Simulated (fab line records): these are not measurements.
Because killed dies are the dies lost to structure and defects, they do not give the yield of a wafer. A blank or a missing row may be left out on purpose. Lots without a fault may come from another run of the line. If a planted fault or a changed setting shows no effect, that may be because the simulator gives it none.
Which tool is to blame? || flow sky130 || 15 lots, 45 wafers sampled, at 4 steps of a route of 708

WHAT THE GAUGES READ, wafer by wafer
SKY_VT_ADJUST_HVTP_TW_MEAS_11. Usual: VT_ADJUST_HVTP_TW typically reads 1352, with standard deviation 8.9.
{"lot": "L539", "measured": "day 6 22:02", "on": "film-metro-04", "VT_ADJUST_HVTP_TW": "1353 1359 1358", "flag": ""}
{"lot": "L540", "measured": "day 7 06:04", "on": "film-metro-04", "VT_ADJUST_HVTP_TW": "1358 1358 1362", "flag": ""}
{"lot": "L542", "measured": "day 7 11:26", "on": "film-metro-01", "VT_ADJUST_HVTP_TW": "1360 1351 1355", "flag": ""}
{"lot": "L541", "measured": "day 7 12:04", "on": "film-metro-01", "VT_ADJUST_HVTP_TW": "1348 1362 1351", "flag": ""}
{"lot": "L543", "measured": "day 7 19:11", "on": "film-metro-01", "VT_ADJUST_HVTP_TW": "1355 1353 1351", "flag": ""}
{"lot": "L544", "measured": "day 8 03:57", "on": "film-metro-01", "VT_ADJUST_HVTP_TW": "1346 1352 1348", "flag": ""}
{"lot": "L549", "measured": "day 9 10:02", "on": "film-metro-02", "VT_ADJUST_HVTP_TW": "1345 1342 1344", "flag": ""}
{"lot": "L550", "measured": "day 10 04:23", "on": "film-metro-04", "VT_ADJUST_HVTP_TW": "1363 1358 1365", "flag": ""}
{"lot": "L551", "measured": "day 10 06:37", "on": "film-metro-02", "VT_ADJUST_HVTP_TW": "1344 1336 1330", "flag": ""}
{"lot": "L552", "measured": "day 10 22:08", "on": "film-metro-01", "VT_ADJUST_HVTP_TW": "1347 1344 1344", "flag": ""}
{"lot": "L554", "measured": "day 11 11:38", "on": "film-metro-02", "VT_ADJUST_HVTP_TW": "1341 1350 1344", "flag": ""}
{"lot": "L555", "measured": "day 11 11:47", "on": "film-metro-01", "VT_ADJUST_HVTP_TW": "1349 1347 1337", "flag": ""}
{"lot": "L556", "measured": "day 11 22:51", "on": "film-metro-04", "VT_ADJUST_HVTP_TW": "1368 1363 1365", "flag": ""}
{"lot": "L559", "measured": "day 12 06:05", "on": "film-metro-04", "VT_ADJUST_HVTP_TW": "1350 1360 1354", "flag": ""}
{"lot": "L560", "measured": "day 12 10:23", "on": "film-metro-02", "VT_ADJUST_HVTP_TW": "1346 1344 1345", "flag": ""}

SKY_VT_ADJUST_LVTN_OVL_MEAS_18. Usual: VT_ADJUST_LVTN_01_OVL typically reads 0.8 nm, with standard deviation 1.6.
{"lot": "L539", "measured": "day 8 13:19", "on": "overlay-01", "VT_ADJUST_LVTN_01_OVL (nm)": "1.8 0.0 0.7", "flag": ""}
{"lot": "L540", "measured": "day 8 23:21", "on": "overlay-01", "VT_ADJUST_LVTN_01_OVL (nm)": "1.5 0.0 1.6", "flag": ""}
{"lot": "L542", "measured": "day 9 04:33", "on": "overlay-01", "VT_ADJUST_LVTN_01_OVL (nm)": "3.3 2.6 3.3", "flag": ""}
{"lot": "L541", "measured": "day 9 06:12", "on": "overlay-01", "VT_ADJUST_LVTN_01_OVL (nm)": "0.2 -1.2 -0.6", "flag": ""}
{"lot": "L543", "measured": "day 9 13:38", "on": "overlay-01", "VT_ADJUST_LVTN_01_OVL (nm)": "1.1 2.7 0.6", "flag": ""}
{"lot": "L544", "measured": "day 9 22:07", "on": "overlay-01", "VT_ADJUST_LVTN_01_OVL (nm)": "1.3 2.6 0.9", "flag": ""}
{"lot": "L549", "measured": "day 11 07:03", "on": "overlay-02", "VT_ADJUST_LVTN_01_OVL (nm)": "1.2 1.2 1.0", "flag": ""}
{"lot": "L550", "measured": "day 12 02:54", "on": "overlay-02", "VT_ADJUST_LVTN_01_OVL (nm)": "0.3 -0.7 0.6", "flag": ""}
{"lot": "L551", "measured": "day 12 05:41", "on": "overlay-02", "VT_ADJUST_LVTN_01_OVL (nm)": "1.9 1.3 2.4", "flag": ""}
{"lot": "L552", "measured": "day 12 22:48", "on": "overlay-01", "VT_ADJUST_LVTN_01_OVL (nm)": "2.0 0.3 -1.0", "flag": ""}
{"lot": "L554", "measured": "day 13 12:45", "on": "overlay-02", "VT_ADJUST_LVTN_01_OVL (nm)": "0.8 0.0 -0.5", "flag": ""}
{"lot": "L555", "measured": "day 13 13:20", "on": "overlay-02", "VT_ADJUST_LVTN_01_OVL (nm)": "0.8 1.3 -0.4", "flag": ""}
{"lot": "L556", "measured": "day 14 01:40", "on": "overlay-01", "VT_ADJUST_LVTN_01_OVL (nm)": "1.9 3.2 3.7", "flag": ""}
{"lot": "L559", "measured": "day 14 09:18", "on": "overlay-02", "VT_ADJUST_LVTN_01_OVL (nm)": "3.8 3.4 3.1", "flag": ""}
{"lot": "L560", "measured": "day 14 14:59", "on": "overlay-02", "VT_ADJUST_LVTN_01_OVL (nm)": "-1.7 -0.5 0.0", "flag": ""}

SKY_VT_ADJUST_NCORE_OVL_MEAS_08. Usual: VT_ADJUST_NCORE_OVL typically reads -0.6 nm, with standard deviation 1.3.
{"lot": "L539", "measured": "day 9 10:48", "on": "overlay-02", "VT_ADJUST_NCORE_OVL (nm)": "-0.1 -2.0 -0.8", "flag": ""}
{"lot": "L540", "measured": "day 9 21:25", "on": "overlay-02", "VT_ADJUST_NCORE_OVL (nm)": "-1.4 -1.6 -3.0", "flag": ""}
{"lot": "L542", "measured": "day 10 02:13", "on": "overlay-02", "VT_ADJUST_NCORE_OVL (nm)": "2.3 0.4 1.7", "flag": ""}
{"lot": "L541", "measured": "day 10 03:47", "on": "overlay-01", "VT_ADJUST_NCORE_OVL (nm)": "-1.4 -0.5 0.1", "flag": ""}
{"lot": "L543", "measured": "day 10 11:58", "on": "overlay-02", "VT_ADJUST_NCORE_OVL (nm)": "-2.5 -2.6 -2.0", "flag": ""}
{"lot": "L544", "measured": "day 10 21:23", "on": "overlay-02", "VT_ADJUST_NCORE_OVL (nm)": "-1.8 -1.0 -0.4", "flag": ""}
{"lot": "L549", "measured": "day 12 06:46", "on": "overlay-02", "VT_ADJUST_NCORE_OVL (nm)": "-1.0 0.8 -1.4", "flag": ""}
{"lot": "L550", "measured": "day 13 03:00", "on": "overlay-01", "VT_ADJUST_NCORE_OVL (nm)": "-1.1 -1.6 -0.9", "flag": ""}
{"lot": "L551", "measured": "day 13 07:04", "on": "overlay-02", "VT_ADJUST_NCORE_OVL (nm)": "-2.1 -3.5 0.0", "flag": ""}
{"lot": "L552", "measured": "day 14 00:40", "on": "overlay-01", "VT_ADJUST_NCORE_OVL (nm)": "0.1 1.1 0.5", "flag": ""}
{"lot": "L554", "measured": "day 14 15:25", "on": "overlay-01", "VT_ADJUST_NCORE_OVL (nm)": "-1.1 0.1 0.8", "flag": ""}
{"lot": "L555", "measured": "day 14 16:01", "on": "overlay-02", "VT_ADJUST_NCORE_OVL (nm)": "1.5 0.7 -1.0", "flag": ""}
{"lot": "L556", "measured": "day 15 05:10", "on": "overlay-01", "VT_ADJUST_NCORE_OVL (nm)": "-1.2 -1.1 -1.0", "flag": ""}
{"lot": "L559", "measured": "day 15 13:06", "on": "overlay-02", "VT_ADJUST_NCORE_OVL (nm)": "-0.7 -2.4 -1.3", "flag": ""}
{"lot": "L560", "measured": "day 15 18:32", "on": "overlay-02", "VT_ADJUST_NCORE_OVL (nm)": "-0.4 0.7 0.0", "flag": ""}

WHICH TOOL RAN EACH LOT (tool, then ch and the chambers of the sampled wafers, then the start)
{"lot": "L539", "SKY_NWELL_DEVELOP_22": "litho-track-01 ch 0, day 6 02:00"}
{"lot": "L540", "SKY_NWELL_DEVELOP_22": "litho-track-01 ch 0, day 6 11:00"}
{"lot": "L542", "SKY_NWELL_DEVELOP_22": "litho-track-03 ch 0, day 6 15:00"}
{"lot": "L541", "SKY_NWELL_DEVELOP_22": "litho-track-01 ch 0, day 6 16:00"}
{"lot": "L543", "SKY_NWELL_DEVELOP_22": "litho-track-02 ch 0, day 6 22:00"}
{"lot": "L544", "SKY_NWELL_DEVELOP_22": "litho-track-01 ch 0, day 7 06:00"}
{"lot": "L549", "SKY_NWELL_DEVELOP_22": "litho-track-03, day 8 11:00"}
{"lot": "L550", "SKY_NWELL_DEVELOP_22": "litho-track-02, day 9 05:00"}
{"lot": "L551", "SKY_NWELL_DEVELOP_22": "litho-track-03, day 9 07:00"}
{"lot": "L552", "SKY_NWELL_DEVELOP_22": "litho-track-02 ch 0, day 9 22:00"}
{"lot": "L554", "SKY_NWELL_DEVELOP_22": "litho-track-01 ch 0, day 10 10:00"}
{"lot": "L555", "SKY_NWELL_DEVELOP_22": "litho-track-03 ch 0, day 10 11:00"}
{"lot": "L556", "SKY_NWELL_DEVELOP_22": "litho-track-02 ch 0, day 10 21:00"}
{"lot": "L559", "SKY_NWELL_DEVELOP_22": "litho-track-03 ch 0, day 11 04:00"}
{"lot": "L560", "SKY_NWELL_DEVELOP_22": "litho-track-01 ch 0, day 11 08:00"}
- SKY_NWELL_DEVELOP_22: develop time 60 s.

WHAT THE TOOLS THEMSELVES READ (means of the sampled wafers that have a number; where no wafer has one, the mark that the record gives instead)
SKY_NWELL_DEVELOP_22. Usual: chill-plate-temp-C 22.98 C, standard deviation 0.1; exhaust-pa 45.0 Pa, standard deviation 1.
{"lot": "L539", "tool": "litho-track-01", "chill-plate-temp-C (C)": 22.86, "exhaust-pa (Pa)": 45.4, "flag": ""}
{"lot": "L540", "tool": "litho-track-01", "chill-plate-temp-C (C)": 22.93, "exhaust-pa (Pa)": 44.7, "flag": ""}
{"lot": "L542", "tool": "litho-track-03", "chill-plate-temp-C (C)": 22.93, "exhaust-pa (Pa)": 45.1, "flag": ""}
{"lot": "L541", "tool": "litho-track-01", "chill-plate-temp-C (C)": 22.97, "exhaust-pa (Pa)": 44.3, "flag": ""}
{"lot": "L543", "tool": "litho-track-02", "chill-plate-temp-C (C)": 22.97, "exhaust-pa (Pa)": 44.4, "flag": ""}
{"lot": "L544", "tool": "litho-track-01", "chill-plate-temp-C (C)": 23.03, "exhaust-pa (Pa)": 43.9, "flag": ""}
{"lot": "L549", "tool": "litho-track-03", "chill-plate-temp-C (C)": "-", "exhaust-pa (Pa)": "-", "flag": "OFF"}
{"lot": "L550", "tool": "litho-track-02", "chill-plate-temp-C (C)": "-", "exhaust-pa (Pa)": "-", "flag": "OFF"}
{"lot": "L551", "tool": "litho-track-03", "chill-plate-temp-C (C)": "-", "exhaust-pa (Pa)": "-", "flag": "OFF"}
{"lot": "L552", "tool": "litho-track-02", "chill-plate-temp-C (C)": 23.05, "exhaust-pa (Pa)": 45.8, "flag": ""}
{"lot": "L554", "tool": "litho-track-01", "chill-plate-temp-C (C)": 22.93, "exhaust-pa (Pa)": 46.5, "flag": ""}
{"lot": "L555", "tool": "litho-track-03", "chill-plate-temp-C (C)": 22.96, "exhaust-pa (Pa)": 44.9, "flag": ""}
{"lot": "L556", "tool": "litho-track-02", "chill-plate-temp-C (C)": 22.97, "exhaust-pa (Pa)": 44.3, "flag": ""}
{"lot": "L559", "tool": "litho-track-03", "chill-plate-temp-C (C)": 23.11, "exhaust-pa (Pa)": 43.6, "flag": ""}
{"lot": "L560", "tool": "litho-track-01", "chill-plate-temp-C (C)": 23.03, "exhaust-pa (Pa)": 45.1, "flag": ""}

THE ANSWER, worked out from the rows above alone
Rule: a lot counts as off when the mean over its wafers that have a number is more than 3 standard deviations away from the usual mean. Also off: a lot with no number at a reading for which 4 or more lots have one. Where the step has rows for the other lots, those lots are counted as sound. After the gauges, taken in route order, come the tools' own readings; for these a lot's mean is taken, as printed above. The first step at which some lot is off is used, and at that step the reading that is off furthest; a lot without a number counts as furthest.
Off: L549, L550, L551 (SKY_NWELL_DEVELOP_22, chill-plate-temp-C). Without a number there: L549, L550, L551.
If a tool, at that step or one of the process steps before it, ran each lot that is off and ran no sound lot following the first of them, it fits. None of those tried fits.

WHAT THE SIMULATOR PUT IN
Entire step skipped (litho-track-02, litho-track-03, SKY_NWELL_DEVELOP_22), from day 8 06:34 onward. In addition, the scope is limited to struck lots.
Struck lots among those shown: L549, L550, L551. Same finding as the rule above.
